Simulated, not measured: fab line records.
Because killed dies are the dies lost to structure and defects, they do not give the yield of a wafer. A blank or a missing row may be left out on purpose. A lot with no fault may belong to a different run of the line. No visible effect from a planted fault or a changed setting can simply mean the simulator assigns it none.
Code-filled problem report in 8D (eight disciplines) form -- flow sky130 -- the parts of the form that need people (team, actions taken, sign-off) are left out

## 1. THE PROBLEM
VIA3_W_RS at SKY_VIA3_RS_MEAS_22 reads a mean of 0.2024 ohm/sq on 3 wafers of 2 lots; wafers without a fault read 0.2936 ohm/sq with a standard deviation of 0.0029. That is -31 standard deviations from the usual mean.
The step: measures by four-point-probe.
Earliest sighting: wafer L961.4 on filmMetro-02 at day 41 23:14. Wafers with a number at this step in the record: 30, from 10 lots. By rule, "out" or "out of limits" means more than 4 standard deviations away from the usual mean. All remaining wafers that have a number are taken as sound.

## 2. WHAT THIS IS AND IS NOT
question,is,is not
which readings at this step,VIA3_W_RS,-
which lots,"L961, L962","L954, L955, L959, L972, L973, L974, L976, L977"
which wafers of those lots,"L961.4, L961.6, L962.3","L961.3, L962.4, L962.6"
read on which gauges,"filmMetro-02, filmMetro-03",filmMetro-04
when,from day 41 23:14,"up to then (10 sound wafers); but 17 sound wafers of L962, L972, L973, L974, L976, L977 came after"

## 3. THE SUSPECTS, EACH WITH WHAT RULES IT OUT
Counting: if a tool at a process step up to the reading ran every lot that is out, it stays a suspect. Sound lots after the first of them don't rule it out here, since some wafers of a struck lot are sound.
- the gauge at SKY_VIA3_RS_MEAS_22: ruled out. Those wafers that are out were read across 2 gauges (filmMetro-02, filmMetro-03).
- rieDiel-03 at SKY_METAL3_ETCH_17 (etches SiO2 in C4F8/O2/Ar, stops on TiN, time 3.9 s, target depth 15 nm): kept. It processed each lot that is out (first: L961, day 40 20:14); up to then, its last sound lot is L955 (day 38 23:58).
- cvdW-02 at SKY_VIA3_CVD_21 (deposits W, target thk 390 nm, time 117.31 s): kept. It processed each lot that is out (first: L961, day 41 23:07); up to then, its last sound lot is L959 (day 41 12:15).
- Within cvdW-02 at SKY_VIA3_CVD_21, the wafers that are out were processed in chamber 0 and their sound lot-mates in chamber 1.
After counting, rieDiel-03 at SKY_METAL3_ETCH_17 and cvdW-02 at SKY_VIA3_CVD_21 remain.

## 4. THE CAUSE (what the simulator had put in)
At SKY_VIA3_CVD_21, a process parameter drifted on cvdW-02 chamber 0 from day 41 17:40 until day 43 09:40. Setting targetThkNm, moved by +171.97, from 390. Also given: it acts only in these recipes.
2 suspects survive the count, and this tool is in that group.

## 5. THE EFFECT CHAIN, in route order
Each row: a reading where the mean over the struck wafers with a number is more than 3 standard deviations away from the usual. Only readings for which the record gives a usual standard deviation are gone through. hours: the time from each lot's start at the first step in this table that gives one to its start at this step, as a median over the lots. sigmas: the change in usual standard deviations.
hours,step,reading,usual,on struck wafers,change,sigmas
0,SKY_VIA3_RS_MEAS_22,VIA3_W_RS,0.2936 ohm/sq,0.2024,-0.0912,-31
0,SKY_VIA3_THK_MEAS_23,VIA3_W_THK,378 nm,539,+161,+24
0,SKY_VIA3_CMP_24,timeToEndpointS,95 s,138,+43,+10
It contains these process steps:
- SKY_VIA3_CMP_24: polishes, stops on SiO2, t overpolish 20 s, target thk 0 nm.

## 6. WHAT WOULD HAVE CAUGHT IT SOONER
6 hours passed between the start of the fault at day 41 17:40 and the first reading out of limits at a measuring or inspecting step in this record, taken at day 41 23:14.
No tool reading at SKY_VIA3_CVD_21 that has a usual standard deviation in the record was out on any struck wafer, so an alarm limit of 4 standard deviations on those readings would not have fired.
Among the 2 lots that are out, L962 began SKY_VIA3_CVD_21 on cvdW-02 after day 41 23:14. A hold on the tool at that time would have spared it.
